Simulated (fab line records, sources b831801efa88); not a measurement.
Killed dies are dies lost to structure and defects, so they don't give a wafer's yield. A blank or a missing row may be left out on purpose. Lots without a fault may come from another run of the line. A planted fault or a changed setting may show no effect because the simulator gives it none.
A struck lot beside a sound one | flow sky130 | 15 steps out of a route of 708
Sound: wafers L668.1, L668.4, L668.6. Struck: wafers L676.1, L676.4, L676.6. The cause comes at the end.
At each step with rows: each side's tool, then ch and its chambers, then its first start. Under that, the readings that differ: sound wafers | struck wafers | difference of the means | sigmas: that difference in standard deviations of wafers without a fault.
alike: readings whose means differ by less than 2 such deviations, and words and numbers that are the same on both sides. not compared: withheld readings, readings that some wafer has no value for, bounds like >300 that may hide the same value, and numbers for which the record gives no deviation and whose values overlap.
The two part at a step that has a row with sigmas, a row that says differs or no value, or rows on one side only. Numbers that don't overlap but have no deviation are shown without sigmas and don't part them. A reading that every wafer of one side lacks parts them only if that side has two wafers or more.

first, 3 steps without rows for these wafers: SKY_CONTACT_EXPOSE_11 (exposes mask CTM1, target cd 170 nm); SKY_CONTACT_PEB_12; SKY_CONTACT_DEVELOP_13 (develop time 60 s).
SKY_CONTACT_CD_MEAS_14: target cd 170 nm.
  sound on cd_sem-01, day 33 22:49; struck on cd_sem-02, day 36 12:22
  alike: cd_nm
SKY_CONTACT_OVL_MEAS_15:
  sound on overlay-02, day 33 22:56; struck on overlay-02, day 36 12:29
  alike: CONTACT_OVL
SKY_CONTACT_ETCH_16: etches BARC in N2/H2, stops on SiO2, time 45.9 s, target depth 60 nm.
  sound on rie_diel-04 ch 0,2,3, day 33 22:58; struck on rie_diel-01 ch 0,3, day 36 12:31
  alike: drypump_motor_current_A, oes_product_au, throttle_valve_pct
  not compared: rf_hours_counter_h
SKY_CONTACT_ETCH_17: etches SiO2 in C4F8/O2/Ar, stops on Si3N4, target depth 340 nm.
  sound on rie_diel-04 ch 0,2,3, day 33 23:01; struck on rie_diel-01 ch 0,3, day 36 12:34
  alike: oes_product_au
SKY_CONTACT_ETCH_18: etches Si3N4 in CHF3/O2, stops on TiN, time 39 s, target depth 75 nm.
  sound on rie_diel-04 ch 0,2,3; struck on rie_diel-01 ch 0,3
  alike: drypump_motor_current_A, oes_product_au, throttle_valve_pct
  not compared: rf_hours_counter_h
SKY_CONTACT_STRIP_19: strips in O2/N2.
  sound on plasma_asher-03 ch 0,1, day 33 23:06; struck on plasma_asher-01 ch 0, day 36 12:39
  alike: drypump_motor_current_A, oes_product_au, strip_time_to_endpoint_s
  not compared: rf_hours_counter_h
then, 3 steps without rows for these wafers: SKY_CONTACT_STRIP_20 (strips in post etch residue remover, time 1200 s); SKY_CONTACT_CLEAN_21 (cleans in IPA, time 180 s); SKY_CONTACT_CLEAN_22 (cleans in O3/DIW).
SKY_CONTACT_SPUTTER_23: material TiN, target thk 20 nm, time 80 s.
  sound on pvd_sputter-02, day 33 23:41; struck on pvd_sputter-02, day 36 13:15
  reading                                     | sound             | struck           | difference | sigmas
  model.TiN_of_CONTACT_SPUTTER_23.thk_nm (nm) | 20.09 20.13 19.96 | 31.9 32.14 31.73 | +11.9      |
  alike: throttle_valve_pct
SKY_CONTACT_CVD_24: deposits W, target thk 340 nm, time 102.12 s.
  sound on cvd_w-01 ch 0,1, day 33 23:45; struck on cvd_w-01 ch 0, day 36 13:19
  alike: heater_power_w
-- the record jumps here: 13 days lie between the struck wafers' starts before and after (it left off in module CONTACT and takes up again in module PAD_OPEN, whose first step shown is number 708 of the route) --
SKY_PAD_OPEN_PROBE_99:
  sound on prober-01, day 47 15:06; struck on prober-01, day 49 09:53
  alike: killed_at_M0_to_M3, killed_at_M4_up, killed_at_contacts, killed_at_front_end, killed_at_other, killed_dies, killed_open, killed_short

WHERE THEY PART
Nowhere in this record.

WHY: what the simulator had put in
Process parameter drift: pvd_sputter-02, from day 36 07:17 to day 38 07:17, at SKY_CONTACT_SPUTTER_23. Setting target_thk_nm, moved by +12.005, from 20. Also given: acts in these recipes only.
